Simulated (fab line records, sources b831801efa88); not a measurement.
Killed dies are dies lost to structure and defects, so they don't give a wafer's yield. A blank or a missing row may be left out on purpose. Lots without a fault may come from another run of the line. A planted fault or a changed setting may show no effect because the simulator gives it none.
fab line records | flow sky130
record lots=24 wafers=72 last_day=50
route steps=708 shown VT_ADJUST_HVTR@142 LDD_HVP@285 VIA1@471 METAL2@499 METAL4@632 PASSIVATION@692
lots that met no fault: from a run of the same line without faults
start_h: hours from the record's first day to the start of the lot's first wafer shown | wait_h: hours since the lot's step before | " the same as in the row above | L1.1+2: a row that stands for several wafers | - no value, or no start given | * or withheld: withheld | < > ~ a bound
route shown NAME@n: a module of which the file shows steps, and the number in the route of the first | usual: mean/standard deviation of fault-free wafers | same: alike in all rows | chamber/n: place in a boat | sites: the reading at each site | _std_site: their standard deviation | _edge_site: outer sites' mean less inner sites' | radius_mm: how far each site lies from the wafer's centre | mask NAME#n: copy n | behind: the tool/chamber that last shaped the wafer | hold: why the lot was held/for how many hours/how that ended | device: the transistor (n, p or np) that didn't switch | end of line: the same wafers' tests at the end of the route | a step without rows: its recipe alone | killed: dies lost to structure and defects at the first sort, not the wafer's yield | map: a wafer's dies, x killed, . not, _ none there
set.NAME: the setting as run; set.NAME@STEP: as run at that earlier step | model.NAME: the simulator's own value behind a step, which no gauge read
steps of the route over a sample of lots; a table a step, a row a wafer
services: from which hour (start_h, from the record's first day; less than 0 if before it) a tool's chamber was out of use, for how many hours, and why
## steps
# step SKY_VT_ADJUST_HVTR_TW_MEAS_11
# usual VT_ADJUST_HVTR_TW=211.5/1.2
# columns lot.wafer tool chamber start_h wait_h VT_ADJUST_HVTR_TW
L074.2 film_metro-03 - 205.45 0.1 211.2
L074.3 " - " " 211.2
L074.5 " - " " 212.2
L075.4 film_metro-03 - 210.10 0.1 212.3
L075.5 " - " " 212.3
L075.6 " - " " 211.1
L076.3 film_metro-01 - 216.64 0.1 211.5
L076.4 " - " " 210.3
L076.6 " - " " 211.9
L077.1 film_metro-03 - 223.37 0.1 212.6
L077.3 " - " " 212.5
L077.6 " - " " 212.9
L078.1 film_metro-02 - 238.22 0.1 210.5
L078.2 " - " " 208.9
L078.5 " - " " 209.8
L079.2 film_metro-01 - 241.53 0.1 212.0
L079.3 " - " " 211.7
L079.6 " - " " 212.6
L080.1 film_metro-01 - 246.19 0.1 212.0
L080.3 " - " " 211.1
L080.4 " - " " 212.0
L081.1 film_metro-03 - 258.47 0.1 213.2
L081.2 " - " " 214.4
L081.3 " - " " 211.6
L082.3 film_metro-03 - 264.34 0.1 212.4
L082.4 " - " " 211.7
L082.5 " - " " 212.4
L083.1 film_metro-02 - 268.02 0.1 210.1
L083.4 " - " " 211.0
L083.6 " - " " 210.0
L084.3 film_metro-01 - 274.41 0.1 212.6
L084.4 " - " " 212.1
L084.6 " - " " 212.8
L085.1 film_metro-03 - 286.02 0.1 212.3
L085.3 " - " " 213.3
L085.5 " - " " 212.4
L086.1 film_metro-01 - 289.49 0.1 210.4
L086.2 " - " " 209.7
L086.6 " - " " 210.4
L087.1 film_metro-01 - 297.64 0.1 210.6
L087.2 " - " " 210.6
L087.6 " - " " 210.4
L088.2 film_metro-01 - 302.93 0.1 210.2
L088.4 " - " " 211.6
L088.5 " - " " 211.4
L089.2 film_metro-03 - 311.53 0.1 212.3
L089.3 " - " " 212.5
L089.6 " - " " 212.2
L090.2 film_metro-01 - 317.53 0.1 210.0
L090.4 " - " " 211.3
L090.5 " - " " 210.7
L091.4 film_metro-02 - 326.82 0.1 209.4
L091.5 " - " " 209.0
L091.6 " - " " 209.8
L092.3 film_metro-01 - 336.09 0.1 213.2
L092.4 " - " " 211.4
L092.6 " - " " 211.4
L093.1 film_metro-03 - 346.99 0.1 211.6
L093.5 " - " " 212.7
L093.6 " - " " 211.9
L094.1 film_metro-02 - 350.19 0.1 208.9
L094.2 " - " " 209.0
L094.3 " - " " 209.9
L095.3 film_metro-03 - 353.44 0.1 213.5
L095.4 " - " " 212.4
L095.5 " - " " 213.1
L096.2 film_metro-01 - 363.53 0.1 211.8
L096.4 " - " " 211.5
L096.6 " - " " 211.2
L097.1 film_metro-01 - 370.72 0.1 212.4
L097.3 " - " " 212.5
L097.6 " - " " 212.8
# step SKY_LDD_HVP_OVL_MEAS_07
# usual LDD_HVP_OVL=0.5/1.4
# columns lot.wafer tool chamber start_h wait_h LDD_HVP_OVL[nm]
L074.2 overlay-02 - 496.34 0.1 1.1
L074.3 " - " " 1.4
L074.5 " - " " 0.8
L075.4 overlay-02 - 500.60 0.1 -1.7
L075.5 " - " " 0.9
L075.6 " - " " -1.4
L076.3 overlay-02 - 509.08 0.1 -0.6
L076.4 " - " " 1.3
L076.6 " - " " 1.0
L077.1 overlay-02 - 513.36 0.1 2.1
L077.3 " - " " 2.6
L077.6 " - " " 3.7
L078.1 overlay-01 - 537.58 0.1 0.0
L078.2 " - " " 0.4
L078.5 " - " " -0.2
L079.2 overlay-01 - 545.92 0.1 -1.4
L079.3 " - " " -0.5
L079.6 " - " " -1.9
L080.1 overlay-01 - 549.96 0.1 -0.4
L080.3 " - " " -0.7
L080.4 " - " " -0.4
L081.1 overlay-02 - 561.26 0.1 0.5
L081.2 " - " " 0.3
L081.3 " - " " 0.5
L082.3 overlay-02 - 573.43 0.1 1.1
L082.4 " - " " 0.0
L082.5 " - " " 2.4
L083.1 overlay-01 - 574.23 0.1 0.2
L083.4 " - " " -0.2
L083.6 " - " " 1.3
L084.3 overlay-01 - 580.72 0.1 0.6
L084.4 " - " " 2.2
L084.6 " - " " 1.8
L085.1 overlay-02 - 590.31 0.1 -0.4
L085.3 " - " " -1.3
L085.5 " - " " -1.4
L086.1 overlay-02 - 599.28 0.1 2.9
L086.2 " - " " -0.9
L086.6 " - " " 3.0
L087.1 overlay-01 - 611.41 0.1 0.3
L087.2 " - " " 0.9
L087.6 " - " " -1.7
L088.2 overlay-02 - 613.69 0.1 -0.4
L088.4 " - " " 2.2
L088.5 " - " " 1.1
L089.2 overlay-01 - 618.04 0.1 -2.2
L089.3 " - " " 0.0
L089.6 " - " " -0.9
L090.2 overlay-02 - 632.12 0.1 1.1
L090.4 " - " " 1.3
L090.5 " - " " 2.0
L091.4 overlay-01 - 640.43 0.1 1.0
L091.5 " - " " 3.5
L091.6 " - " " 3.8
L092.3 overlay-01 - 651.08 0.1 0.3
L092.4 " - " " 2.2
L092.6 " - " " 1.8
L093.1 overlay-01 - 656.78 0.1 0.9
L093.5 " - " " 1.1
L093.6 " - " " 2.3
L094.1 overlay-01 - 662.61 0.1 -0.5
L094.2 " - " " -0.8
L094.3 " - " " -1.2
L095.3 overlay-02 - 673.04 0.1 -0.1
L095.4 " - " " 0.7
L095.5 " - " " 1.5
L096.2 overlay-01 - 675.67 0.1 0.2
L096.4 " - " " 2.5
L096.6 " - " " 0.7
L097.1 overlay-02 - 682.92 0.1 0.3
L097.3 " - " " -1.0
L097.6 " - " " 0.1
# step SKY_VIA1_OVL_MEAS_13
# usual VIA1_OVL=-2/5.5
# columns lot.wafer tool chamber start_h wait_h VIA1_OVL[nm]
L074.2 overlay-02 - 794.69 0.1 -8
L074.3 " - " " -3
L074.5 " - " " -7
L075.4 overlay-02 - 803.36 0.1 4
L075.5 " - " " -4
L075.6 " - " " 2
L076.3 overlay-02 - 805.82 0.1 -11
L076.4 " - " " -7
L076.6 " - " " -5
L077.1 overlay-01 - 808.89 0.1 5
L077.3 " - " " 5
L077.6 " - " " -5
L078.1 overlay-01 - 832.70 0.1 3
L078.2 " - " " -2
L078.5 " - " " 0
L079.2 overlay-02 - 837.49 0.1 1
L079.3 " - " " -13
L079.6 " - " " -4
L080.1 overlay-01 - 841.43 0.1 -8
L080.3 " - " " -2
L080.4 " - " " -3
L081.1 overlay-02 - 852.44 0.1 -1
L081.2 " - " " -6
L081.3 " - " " -4
L082.3 overlay-02 - 862.76 0.1 9
L082.4 " - " " 2
L082.5 " - " " 6
L083.1 overlay-01 - 863.63 0.1 -4
L083.4 " - " " -7
L083.6 " - " " -5
L084.3 overlay-01 - 870.80 0.1 9
L084.4 " - " " -2
L084.6 " - " " 0
L085.1 overlay-01 - 876.15 0.1 0
L085.3 " - " " -10
L085.5 " - " " -10
L086.1 overlay-02 - 883.28 0.1 -5
L086.2 " - " " 2
L086.6 " - " " 5
L087.1 overlay-02 - 895.89 0.1 -10
L087.2 " - " " 1
L087.6 " - " " 0
L088.2 overlay-01 - 899.89 0.1 -1
L088.4 " - " " 5
L088.5 " - " " -7
L089.2 overlay-02 - 901.54 0.1 -3
L089.3 " - " " 14
L089.6 " - " " -3
L090.2 overlay-02 - 913.29 0.1 3
L090.4 " - " " 7
L090.5 " - " " -7
L091.4 overlay-02 - 920.82 0.1 3
L091.5 " - " " -8
L091.6 " - " " 2
L092.3 overlay-02 - 929.50 0.1 4
L092.4 " - " " -9
L092.6 " - " " -7
L093.1 overlay-01 - 934.08 0.1 4
L093.5 " - " " 6
L093.6 " - " " -7
L094.1 overlay-01 - 939.38 0.1 -8
L094.2 " - " " 7
L094.3 " - " " -5
L095.3 overlay-02 - 949.01 0.1 -8
L095.4 " - " " -3
L095.5 " - " " 1
L096.2 overlay-01 - 951.19 0.1 -4
L096.4 " - " " 1
L096.6 " - " " 1
L097.1 overlay-01 - 957.98 0.1 -2
L097.3 " - " " -1
L097.6 " - " " 1
# step SKY_METAL2_OVL_MEAS_16
# usual METAL2_OVL=3/5.6
# columns lot.wafer tool chamber start_h wait_h METAL2_OVL[nm]
L074.2 overlay-01 - 822.09 0.1 11
L074.3 " - " " 9
L074.5 " - " " 14
L075.4 overlay-02 - 831.36 0.1 10
L075.5 " - " " 2
L075.6 " - " " 8
L076.3 overlay-01 - 834.00 0.1 8
L076.4 " - " " 1
L076.6 " - " " -2
L077.1 overlay-02 - 836.75 0.1 -2
L077.3 " - " " 4
L077.6 " - " " 4
L078.1 overlay-02 - 860.29 0.1 1
L078.2 " - " " 1
L078.5 " - " " 0
L079.2 overlay-02 - 864.89 0.1 -2
L079.3 " - " " 7
L079.6 " - " " -5
L080.1 overlay-02 - 869.24 0.1 2
L080.3 " - " " 4
L080.4 " - " " 4
L081.1 overlay-01 - 880.09 0.1 1
L081.2 " - " " -2
L081.3 " - " " 0
L082.3 overlay-01 - 890.40 0.1 9
L082.4 " - " " 16
L082.5 " - " " 10
L083.1 overlay-01 - 891.65 0.1 8
L083.4 " - " " 8
L083.6 " - " " 2
L084.3 overlay-01 - 898.85 0.1 3
L084.4 " - " " 8
L084.6 " - " " -3
L085.1 overlay-01 - 904.29 0.1 -5
L085.3 " - " " -5
L085.5 " - " " -2
L086.1 overlay-02 - 910.59 0.1 -9
L086.2 " - " " 0
L086.6 " - " " 0
L087.1 overlay-02 - 923.35 0.1 6
L087.2 " - " " 9
L087.6 " - " " 5
L088.2 overlay-01 - 926.71 0.1 -2
L088.4 " - " " -9
L088.5 " - " " 6
L089.2 overlay-01 - 929.14 0.1 4
L089.3 " - " " -4
L089.6 " - " " 0
L090.2 overlay-01 - 940.61 0.1 1
L090.4 " - " " 1
L090.5 " - " " 0
L091.4 overlay-02 - 947.11 0.1 17
L091.5 " - " " 6
L091.6 " - " " 8
L092.3 overlay-01 - 956.56 0.1 -1
L092.4 " - " " 7
L092.6 " - " " 4
L093.1 overlay-01 - 961.20 0.1 0
L093.5 " - " " 1
L093.6 " - " " 5
L094.1 overlay-02 - 966.64 0.1 -3
L094.2 " - " " 1
L094.3 " - " " -6
L095.3 overlay-02 - 975.00 0.1 12
L095.4 " - " " 2
L095.5 " - " " 7
L096.2 overlay-02 - 978.21 0.1 13
L096.4 " - " " 16
L096.6 " - " " 13
L097.1 overlay-01 - 984.74 0.1 -7
L097.3 " - " " -6
L097.6 " - " " -3
# step SKY_METAL4_ETCH_16
# recipe chemistry=N2/H2 target=BARC ion_energy_ev=200 bias_w=100 pressure_mtorr=30 n2_flow_sccm=100 h2_flow_sccm=200 icp_w=500 stop_on=SiO2 time_s=88.2 target_depth_a=600
# usual drypump_motor_current_A=5.52/0.27 oes_product_au=0.626/0.0047 throttle_valve_pct=13.206/0.009
# same time_s=88.2
# columns lot.wafer tool chamber start_h wait_h drypump_motor_current_A oes_product_au rf_hours_counter_h throttle_valve_pct
L074.2 rie_metal-03 1 983.40 0.0 5.51 0.621 21 13.210
L074.3 " 0 " " 5.78 0.621 - 13.203
L074.5 " 1 " " 5.54 0.623 - 13.213
L075.4 rie_metal-03 1 988.73 0.0 5.54 0.630 - 13.219
L075.5 " 0 " " 5.77 0.627 - 13.209
L075.6 " 1 " " 5.57 0.620 - 13.210
L076.3 rie_metal-01 0 992.29 0.0 5.31 0.626 - 13.213
L076.4 " 1 " " 5.70 0.622 - 13.208
L076.6 " 0 " " 5.30 0.623 - 13.203
L077.1 rie_metal-04 1 996.05 0.0 4.96 0.617 11 13.199
L077.3 " 0 " " 5.61 0.631 - 13.193
L077.6 " 0 " " 5.65 0.625 - 13.213
L078.1 rie_metal-04 0 1016.24 0.0 5.60 0.619 16 13.202
L078.2 " 1 " " 4.97 0.626 12 13.220
L078.5 " 0 " " 5.62 0.617 - 13.218
L079.2 rie_metal-04 1 1020.66 0.0 5.00 0.632 13 13.222
L079.3 " 1 " " 5.00 0.623 - 13.201
L079.6 " 0 " " 5.62 0.623 - 13.203
L080.1 rie_metal-03 0 1026.29 0.1 5.82 0.630 11 13.213
L080.3 " 0 " " 5.81 0.627 - 13.201
L080.4 " 0 " " 5.81 0.633 - 13.201
L081.1 rie_metal-03 0 1034.60 0.0 5.76 0.626 12 13.219
L081.2 " 1 " " 5.53 0.628 0 13.190
L081.3 " 1 " " 5.52 0.625 - 13.211
L082.3 rie_metal-04 0 1041.79 0.0 5.60 0.630 - 13.190
L082.4 " 1 " " 4.97 0.625 - 13.196
L082.5 " 0 " " 5.65 0.625 - 13.223
L083.1 rie_metal-01 1 1044.60 0.0 5.72 0.633 16 13.225
L083.4 " 1 " " 5.71 0.627 - 13.192
L083.6 " 1 " " 5.70 0.630 - 13.204
L084.3 rie_metal-03 1 1051.89 0.0 5.53 0.625 - 13.201
L084.4 " 0 " " 5.78 0.629 - 13.206
L084.6 " 0 " " 5.81 0.624 - 13.192
L085.1 rie_metal-03 0 1057.41 0.0 5.83 0.627 14 13.206
L085.3 " 0 " " 5.78 0.619 - 13.206
L085.5 " 1 " " 5.54 0.629 - 13.208
L086.1 rie_metal-03 0 1060.05 0.0 5.79 0.630 14 13.214
L086.2 " 1 " " 5.54 0.627 2 13.190
L086.6 " 0 " " 5.80 0.633 - 13.202
L087.1 rie_metal-01 1 1071.26 0.0 5.69 0.623 19 13.203
L087.2 " 0 " " 5.30 0.624 0 13.202
L087.6 " 1 " " 5.68 0.624 - 13.208
L088.2 rie_metal-01 0 1076.96 0.0 5.32 0.621 0 13.220
L088.4 " 0 " " 5.30 0.629 - 13.211
L088.5 " 1 " " 5.69 0.621 - 13.215
L089.2 rie_metal-01 1 1079.11 0.0 5.68 0.630 19 13.196
L089.3 " 0 " " 5.28 0.626 - 13.199
L089.6 " 1 " " 5.69 0.630 - 13.211
L090.2 rie_metal-04 1 1088.11 0.0 4.95 0.627 17 13.186
L090.4 " 0 " " 5.60 0.622 - 13.200
L090.5 " 0 " " 5.59 0.622 - 13.202
L091.4 rie_metal-04 1 1091.69 0.0 4.96 0.608 - 13.210
L091.5 " 1 " " 4.95 0.630 - 13.226
L091.6 " 0 " " 5.60 0.623 - 13.195
L092.3 rie_metal-03 0 1101.19 0.0 5.81 0.622 - 13.204
L092.4 " 1 " " 5.56 0.629 - 13.211
L092.6 " 1 " " 5.55 0.618 - 13.208
L093.1 rie_metal-03 0 1104.11 0.0 5.83 0.626 17 13.201
L093.5 " 1 " " 5.53 0.624 - 13.213
L093.6 " 0 " " 5.84 0.619 - 13.208
L094.1 rie_metal-03 0 1109.56 0.0 5.80 0.633 18 13.196
L094.2 " 1 " " 5.53 0.632 6 13.197
L094.3 " 1 " " 5.54 0.628 - 13.212
L095.3 rie_metal-01 0 1115.19 0.0 5.30 0.625 - 13.199
L095.4 " 1 " " 5.71 0.623 - 13.200
L095.5 " 1 " " 5.68 0.625 - 13.199
L096.2 rie_metal-01 1 1116.95 0.0 5.70 0.622 22 13.202
L096.4 " 0 " " 5.28 0.623 - 13.216
L096.6 " 1 " " 5.69 0.624 - 13.204
L097.1 rie_metal-01 0 1122.55 0.0 5.28 0.629 4 13.213
L097.3 " 0 " " 5.27 0.629 - 13.209
L097.6 " 1 " " 5.67 0.633 - 13.214
# step SKY_PASSIVATION_ETCH_11
# recipe chemistry=CF4/O2 target_depth_nm=725 stop_on=AlCu source_w=800 bias_w=150 pressure_mtorr=150 cf4_flow_sccm=80 O2_flow_sccm=10 time_s=161.1
# usual drypump_motor_current_A=5.8/0.32 oes_product_au=0.978/0.0071 throttle_valve_pct=5.965/0.0089
# same time_s=161.1
# columns lot.wafer tool chamber start_h wait_h drypump_motor_current_A oes_product_au rf_hours_counter_h throttle_valve_pct
L074.2 rie_diel-02 0 1055.17 - 5.1 0.970 12 5.961
L074.3 " 2 " " 5.8 0.976 15 5.973
L074.5 " 3 " " 5.7 0.982 - 5.964
L075.4 rie_diel-03 1 1060.24 - 5.5 0.979 - 5.965
L075.5 " 2 " " 5.3 0.984 - 5.954
L075.6 " 0 " " 6.0 0.986 - 5.973
L076.3 rie_diel-01 0 1064.42 - 6.2 0.986 17 5.950
L076.4 " 1 " " 6.2 0.985 21 5.963
L076.6 " 3 " " 5.5 0.971 - 5.968
L077.1 rie_diel-02 3 1066.97 - 5.7 0.974 13 5.969
L077.3 " 1 " " 5.7 0.971 14 5.957
L077.6 " 1 " " 5.7 0.984 - 5.965
L078.1 rie_diel-01 0 1087.38 - 6.2 0.985 17 5.960
L078.2 " 1 " " 6.2 0.979 22 5.985
L078.5 " 0 " " 6.2 0.988 - 5.969
L079.2 rie_diel-03 0 1090.18 - 6.0 0.980 5 5.954
L079.3 " 3 " " 6.2 0.978 21 5.966
L079.6 " 1 " " 5.5 0.978 - 5.960
L080.1 rie_diel-02 2 1094.68 - 5.8 0.977 16 5.965
L080.3 " 3 " " 5.7 0.980 13 5.961
L080.4 " 0 " " 5.1 0.975 13 5.974
L081.1 rie_diel-01 3 1102.42 - 5.5 0.966 22 5.963
L081.2 " 2 " " 5.9 0.981 4 5.950
L081.3 " 0 " " 6.2 0.974 18 5.950
L082.3 rie_diel-01 2 1109.77 - 6.0 0.977 4 5.965
L082.4 " 1 " " 6.2 0.979 23 5.961
L082.5 " 2 " " 6.0 0.977 - 5.966
L083.1 rie_diel-02 1 1111.72 - 5.7 0.972 15 5.957
L083.4 " 3 " " 5.7 0.976 14 5.970
L083.6 " 0 " " 5.2 0.994 - 5.956
L084.3 rie_diel-02 2 1118.58 - 5.7 0.971 17 5.955
L084.4 " 0 " " 5.1 0.989 14 5.969
L084.6 " 1 " " 5.7 0.972 - 5.967
L085.1 rie_diel-01 0 1123.52 - 6.2 0.972 19 5.970
L085.3 " 3 " " 5.5 0.970 23 5.968
L085.5 " 0 " " 6.2 0.991 - 5.973
L086.1 rie_diel-02 2 1125.97 - 5.8 0.967 17 5.968
L086.2 " 1 " " 5.7 0.965 16 5.963
L086.6 " 3 " " 5.7 0.984 - 5.970
L087.1 rie_diel-02 3 1135.87 - 5.7 0.978 15 5.975
L087.2 " 2 " " 5.8 0.979 18 5.960
L087.6 " 3 " " 5.7 0.987 - 5.962
L088.2 rie_diel-01 2 1140.78 - 6.0 0.974 5 5.965
L088.4 " 0 " " 6.3 0.980 19 5.979
L088.5 " 1 " " 6.2 0.973 - 5.972
L089.2 rie_diel-02 1 1142.12 - 5.7 0.973 17 5.966
L089.3 " 0 " " 5.1 0.979 15 5.950
L089.6 " 3 " " 5.7 0.983 - 5.955
L090.2 rie_diel-03 3 1150.82 - 6.3 0.978 23 5.965
L090.4 " 1 " " 5.5 0.983 10 5.960
L090.5 " 1 " " 5.5 0.974 - 5.968
L091.4 rie_diel-03 2 1152.77 - 5.3 0.963 17 5.975
L091.5 " 1 " " 5.5 0.967 - 5.979
L091.6 " 0 " " 6.1 0.971 - 5.955
L092.3 rie_diel-01 0 1162.37 - 6.3 0.981 20 5.976
L092.4 " 1 " " 6.2 0.979 24 5.955
L092.6 " 2 " " 6.0 0.983 - 5.987
L093.1 rie_diel-01 2 1164.67 - 6.0 0.966 6 5.982
L093.5 " 1 " " 6.2 0.968 - 5.962
L093.6 " 0 " " 6.2 0.973 - 5.966
L094.1 rie_diel-02 0 1169.82 - 5.1 0.972 15 5.967
L094.2 " 3 " " 5.7 0.972 16 5.962
L094.3 " 2 " " 5.8 0.967 19 5.960
L095.3 rie_diel-02 2 1174.22 - 5.8 0.976 19 5.973
L095.4 " 3 " " 5.7 0.979 16 5.961
L095.5 " 0 " " 5.1 0.993 - 5.983
L096.2 rie_diel-02 0 1175.57 - 5.2 0.989 16 5.975
L096.4 " 2 " " 5.8 0.986 19 5.973
L096.6 " 1 " " 5.7 0.984 - 5.965
L097.1 rie_diel-01 3 1179.67 - 5.5 0.977 25 5.968
L097.3 " 2 " " 5.9 0.987 7 5.954
L097.6 " 2 " " 6.0 0.984 - 5.958
## services
# columns tool chamber start_h hours kind
rie_diel-02 0 974.20 7.0 repair
rie_diel-02 1 975.35 4.3 repair
rie_metal-03 - 992.67 2.0 repair
rie_diel-01 - 1005.27 0.8 repair
rie_metal-03 1 1007.63 - clean
rie_metal-03 1 1007.63 21.1 scheduled_down
rie_metal-03 1 1007.63 21.1 vent_cycle
rie_diel-01 3 1040.79 7.2 repair
rie_metal-01 0 1049.66 - clean
rie_metal-01 0 1049.66 20.1 scheduled_down
rie_diel-03 3 1050.89 14.3 repair
rie_diel-01 - 1065.98 0.5 repair
rie_diel-02 0 1106.02 1.5 repair
rie_diel-03 2 1115.16 1.9 repair
rie_diel-03 1 1118.52 2.0 repair
rie_diel-02 0 1124.18 2.1 repair
rie_metal-04 - 1126.43 0.4 repair
rie_diel-02 0 1135.53 3.4 repair
rie_diel-02 2 1144.05 4.7 repair
rie_diel-01 1 1152.46 2.3 repair
rie_diel-01 1 1168.15 8.0 repair
rie_diel-01 1 1176.15 - clean
rie_diel-01 1 1176.15 - consumable_replace:focus_ring
rie_diel-02 2 1176.25 1.9 repair
## key
fault none
